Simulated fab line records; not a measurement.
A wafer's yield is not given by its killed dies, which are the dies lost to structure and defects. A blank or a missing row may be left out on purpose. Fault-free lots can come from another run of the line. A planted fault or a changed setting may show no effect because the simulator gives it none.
What tool caused it? :: flow sky130 :: 15 lots, 45 wafers sampled, at 2 steps of a route of 708

== WHAT EACH GAUGE READ, for each wafer ==
SKY_CAPM_THK_MEAS_04: measures by xrf. Usual: CAPM_TIN_THK 199.8 nm, standard deviation 2.5.
lot: L586
measured: day 37 00:27
on: film-metro-01
CAPM_TIN_THK (nm): 203.0 203.1 202.5
flag: 

lot: L587
measured: day 37 17:16
on: film-metro-03
CAPM_TIN_THK (nm): 196.0 196.6 199.0
flag: 

lot: L590
measured: day 38 07:06
on: film-metro-02
CAPM_TIN_THK (nm): 197.0 196.6 197.2
flag: 

lot: L591
measured: day 38 17:08
on: film-metro-01
CAPM_TIN_THK (nm): 194.1 194.5 196.5
flag: 

lot: L592
measured: day 38 19:43
on: film-metro-01
CAPM_TIN_THK (nm): 203.2 202.3 202.4
flag: 

lot: L595
measured: day 40 03:17
on: film-metro-03
CAPM_TIN_THK (nm): 200.5 197.1 199.0
flag: 

lot: L596
measured: day 40 05:26
on: film-metro-01
CAPM_TIN_THK (nm): 203.1 203.5 204.3
flag: 

lot: L597
measured: day 41 00:40
on: film-metro-01
CAPM_TIN_THK (nm): 201.9 203.1 200.4
flag: 

lot: L598
measured: day 41 02:10
on: film-metro-02
CAPM_TIN_THK (nm): 202.8 201.9 201.9
flag: 

lot: L599
measured: day 41 03:37
on: film-metro-03
CAPM_TIN_THK (nm): 196.2 196.5 197.0
flag: 

lot: L600
measured: day 41 06:06
on: film-metro-02
CAPM_TIN_THK (nm): 202.3 201.4 199.0
flag: 

lot: L603
measured: day 41 23:05
on: film-metro-02
CAPM_TIN_THK (nm): 199.2 201.2 201.0
flag: 

lot: L604
measured: day 42 10:59
on: film-metro-01
CAPM_TIN_THK (nm): 196.1 197.1 196.4
flag: 

lot: L606
measured: day 43 04:28
on: film-metro-02
CAPM_TIN_THK (nm): 201.0 201.5 201.9
flag: 

lot: L607
measured: day 43 09:46
on: film-metro-03
CAPM_TIN_THK (nm): 202.0 202.4 200.6
flag: 

== WHAT TOOL EACH LOT RAN ON (gives the tool, then ch and the chambers of the sampled wafers, and finally the start) ==
lot: L586
SKY_METAL2_STRIP_20: plasma-asher-01 ch 0,1, day 35 19:37

lot: L587
SKY_METAL2_STRIP_20: plasma-asher-03 ch 0,1, day 36 12:10

lot: L590
SKY_METAL2_STRIP_20: plasma-asher-01 ch 0,1, day 37 01:31

lot: L591
SKY_METAL2_STRIP_20: plasma-asher-01 ch 0,1, day 37 12:49

lot: L592
SKY_METAL2_STRIP_20: plasma-asher-03 ch 0,1, day 37 15:37

lot: L595
SKY_METAL2_STRIP_20: plasma-asher-03 ch 0,1, day 38 19:24

lot: L596
SKY_METAL2_STRIP_20: plasma-asher-03 ch 1, day 39 01:34

lot: L597
SKY_METAL2_STRIP_20: plasma-asher-03 ch 0,1, day 39 20:38

lot: L598
SKY_METAL2_STRIP_20: plasma-asher-03 ch 0,1, day 39 22:29

lot: L599
SKY_METAL2_STRIP_20: plasma-asher-01 ch 0,1, day 39 23:56

lot: L600
SKY_METAL2_STRIP_20: plasma-asher-01 ch 0,1, day 40 02:55

lot: L603
SKY_METAL2_STRIP_20: plasma-asher-03 ch 0,1, day 40 19:23

lot: L604
SKY_METAL2_STRIP_20: plasma-asher-02 ch 0,1, day 41 09:07

lot: L606
SKY_METAL2_STRIP_20: plasma-asher-02 ch 0,1, day 42 01:49

lot: L607
SKY_METAL2_STRIP_20: plasma-asher-01 ch 0,1, day 42 06:53
- SKY_METAL2_STRIP_20: strips in O2/N2.

== AS READ BY THE TOOLS THEMSELVES (means over the sampled wafers that have a number; for cases with no such wafer, the mark the record gives instead) ==
SKY_METAL2_STRIP_20. Usual: drypump-motor-current-A 5.9 A, standard deviation 0.48; oes-product-au 0.343 a.u., standard deviation 0.0043; strip-time-to-endpoint-s 2.70 s, standard deviation 0.046.
lot: L586
tool: plasma-asher-01
drypump-motor-current-A (A): 5.6
oes-product-au (a.u.): 0.343
strip-time-to-endpoint-s (s): 2.66
flag: 

lot: L587
tool: plasma-asher-03
drypump-motor-current-A (A): 6.4
oes-product-au (a.u.): 0.339
strip-time-to-endpoint-s (s): 2.64
flag: 

lot: L590
tool: plasma-asher-01
drypump-motor-current-A (A): 5.7
oes-product-au (a.u.): 0.345
strip-time-to-endpoint-s (s): 2.76
flag: 

lot: L591
tool: plasma-asher-01
drypump-motor-current-A (A): 5.6
oes-product-au (a.u.): 0.340
strip-time-to-endpoint-s (s): 2.67
flag: 

lot: L592
tool: plasma-asher-03
drypump-motor-current-A (A): 6.4
oes-product-au (a.u.): 0.345
strip-time-to-endpoint-s (s): 2.77
flag: 

lot: L595
tool: plasma-asher-03
drypump-motor-current-A (A): 6.5
oes-product-au (a.u.): 0.344
strip-time-to-endpoint-s (s): 2.70
flag: 

lot: L596
tool: plasma-asher-03
drypump-motor-current-A (A): 5.8
oes-product-au (a.u.): 0.344
strip-time-to-endpoint-s (s): 2.66
flag: 

lot: L597
tool: plasma-asher-03
drypump-motor-current-A (A): 6.1
oes-product-au (a.u.): 0.345
strip-time-to-endpoint-s (s): 2.76
flag: 

lot: L598
tool: plasma-asher-03
drypump-motor-current-A (A): 6.1
oes-product-au (a.u.): 0.345
strip-time-to-endpoint-s (s): 2.76
flag: 

lot: L599
tool: plasma-asher-01
drypump-motor-current-A (A): 5.7
oes-product-au (a.u.): 0.346
strip-time-to-endpoint-s (s): 2.63
flag: 

lot: L600
tool: plasma-asher-01
drypump-motor-current-A (A): 5.6
oes-product-au (a.u.): 0.341
strip-time-to-endpoint-s (s): 2.71
flag: 

lot: L603
tool: plasma-asher-03
drypump-motor-current-A (A): 6.4
oes-product-au (a.u.): 0.342
strip-time-to-endpoint-s (s): 2.68
flag: 

lot: L604
tool: plasma-asher-02
drypump-motor-current-A (A): 5.7
oes-product-au (a.u.): 0.344
strip-time-to-endpoint-s (s): 2.65
flag: 

lot: L606
tool: plasma-asher-02
drypump-motor-current-A (A): 5.4
oes-product-au (a.u.): 0.340
strip-time-to-endpoint-s (s): 2.71
flag: 

lot: L607
tool: plasma-asher-01
drypump-motor-current-A (A): 5.7
oes-product-au (a.u.): 0.341
strip-time-to-endpoint-s (s): 2.70
flag: 

== THE ANSWER, worked out from the rows above alone ==
Rule: lot off if the mean of its wafers having a number is beyond 3 standard deviations from the usual mean. A lot without any number at a reading at which 4 lots or more have one is off too. Any other lot the step has rows for is counted as sound. Order of review: gauges by route order, followed by the tools' own readings, for which a lot's mean as printed above is used. At the first step where some lot is off, the reading lying furthest off is the one used; lots without a number count as furthest.
None of the lots is off at any reading shown; this tells nothing.

== WHAT HAD BEEN PUT IN BY THE SIMULATOR ==
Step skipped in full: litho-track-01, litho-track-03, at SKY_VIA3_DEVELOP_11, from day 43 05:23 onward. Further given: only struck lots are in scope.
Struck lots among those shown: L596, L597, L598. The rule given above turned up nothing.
